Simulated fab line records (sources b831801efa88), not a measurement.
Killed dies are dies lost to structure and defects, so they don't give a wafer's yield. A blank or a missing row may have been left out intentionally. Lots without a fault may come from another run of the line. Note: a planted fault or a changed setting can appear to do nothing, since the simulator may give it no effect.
A lot that was struck, set against a sound lot ; flow gf180mcu ; 23 out of 602 route steps
Sound: wafers L170.3, L170.4, L170.6. Wafers L179.1, L179.5, L179.6 were the ones struck. The cause comes at the end.
Order at every step that has rows: each side's tool, ch and its chambers, its first start. Under that, the readings that differ: sound wafers ; struck wafers ; difference of the means ; sigmas: that difference in standard deviations of wafers without a fault.
alike: readings whose means differ by less than 2 such deviations, and words and numbers that are the same on both sides. not compared: withheld readings, readings that some wafer has no value for, bounds like >300 that may hide the same value, and numbers for which the record gives no deviation and whose values overlap.
A row with sigmas, a row that says differs or no value, or rows on one side alone: a step with any of these is where the two part. When numbers do not overlap yet have no deviation, they are printed without sigmas and do not part them. A reading missing from all wafers of one side parts the sides only when that side holds two or more wafers.

first, 2 steps without rows for these wafers: GF_HV_LDD_PEB_29; GF_HV_LDD_DEVELOP_30 (develop time 60 s).
GF_HV_LDD_CD_MEAS_31: target cd 400 nm.
  sound on cdSem-02 at day 12 03:53; struck on cdSem-02 at day 15 01:59
  alike: cdNm
GF_HV_LDD_OVL_MEAS_32:
  sound on overlay-02 at day 12 03:59; struck on overlay-01 at day 15 02:06
  alike: HV_LDD_02_OVL
then, 4 steps without rows for these wafers: GF_HV_LDD_IMPLANT_33; GF_HV_LDD_IMPLANT_34; GF_HV_LDD_IMPLANT_35; GF_HV_LDD_IMPLANT_36.
GF_HV_LDD_STRIP_37: strips in O2/N2.
  sound on plasmaAsher-03 ch 0,1, day 12 04:38; struck on plasmaAsher-03 ch 0,1, day 15 02:44
  alike: drypumpMotorCurrentA, heaterPowerW, oesProductAu, stripTimeToEndpointS
  not compared: rfHoursCounterH
GF_HV_LDD_TW_MEAS_38:
  sound on filmMetro-04 at day 12 04:44; struck on filmMetro-01 at day 15 02:50
  alike: HV_LDD_3_TW
then, 2 steps without rows for these wafers: GF_HV_LDD_DEHYDRATE_39 (time 60 s); GF_HV_LDD_HMDS_40 (prime time 60 s).
GF_HV_LDD_COAT_41: resist thk 1000 nm.
  sound on lithoTrack-02 ch 0, day 12 13:50; struck on lithoTrack-02 ch 0, day 15 13:17
reading;sound;struck;difference;sigmas
spinSpeedRpm (rpm);2999.9 3001.0 2999.7;2685.8 2686.1 2687.0;-313.9;-99 or more
model.NOVOLAK_of_HV_LDD_COAT_41.thkNm (nm);1001 998.7 1002;1061 1060 1061;+60;
then, 3 steps without rows for these wafers: GF_HV_LDD_SOFTBAKE_42 (time 60 s); GF_HV_LDD_EXPOSE_43 (exposes mask Pplus HV AREA, target cd 400 nm); GF_HV_LDD_PEB_44.
GF_HV_LDD_DEVELOP_45: develop time 60 s.
  sound on lithoTrack-04 ch 0, day 13 00:08; struck on lithoTrack-02 ch 0, day 15 23:53
reading;sound;struck;difference;sigmas
model.NOVOLAK_of_HV_LDD_COAT_41.thkNm (nm);1000 998.3 1001;1060 1059 1060;+60;
GF_HV_LDD_CD_MEAS_46: target cd 400 nm.
  sound on cdSem-01 at day 13 00:16; struck on cdSem-01 at day 16 00:02
reading;sound;struck;difference;sigmas
cdNm (nm);403.0 404.3 402.6;397.6 398.9 396.6;-5.6;-2
  not compared: hold
GF_HV_LDD_OVL_MEAS_47:
  sound on overlay-01 at day 13 00:22; struck on overlay-01 at day 16 00:09
  alike: HV_LDD_03_OVL
  not compared: hold
following that, these wafers have no rows for 1 step: GF_HV_LDD_IMPLANT_48.
GF_HV_LDD_STRIP_49: strips in O2/N2.
  sound on plasmaAsher-01 ch 0,1, day 13 00:34; struck on plasmaAsher-01 ch 0,1, day 16 00:20
reading;sound;struck;difference;sigmas
stripTimeToEndpointS (s);12.640 12.603 12.653;13.234 13.226 13.242;+0.602;+22
  alike: drypumpMotorCurrentA, heaterPowerW, oesProductAu
  not compared: rfHoursCounterH
GF_HV_LDD_TW_MEAS_50:
  sound on filmMetro-03 at day 13 00:40; struck on filmMetro-01 at day 16 00:26
  alike: HV_LDD_4_TW
-- here the record skips 16 days between the struck wafers' starts before and after, leaving off in module HV_LDD and picking up in module PASSIVATION (first step shown: number 602 of the route) --
GF_PASSIVATION_PROBE_99:
  only the struck wafers here have rows in the record (prober-02, day 32 01:32); the sound ones have none

== WHERE THEY PART ==
Last at GF_PASSIVATION_PROBE_99 as far as this record goes, first at GF_HV_LDD_COAT_41.

WHY: whatever the simulator had introduced
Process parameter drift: lithoTrack-02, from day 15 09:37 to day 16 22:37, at GF_HV_LDD_COAT_41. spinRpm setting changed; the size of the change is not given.
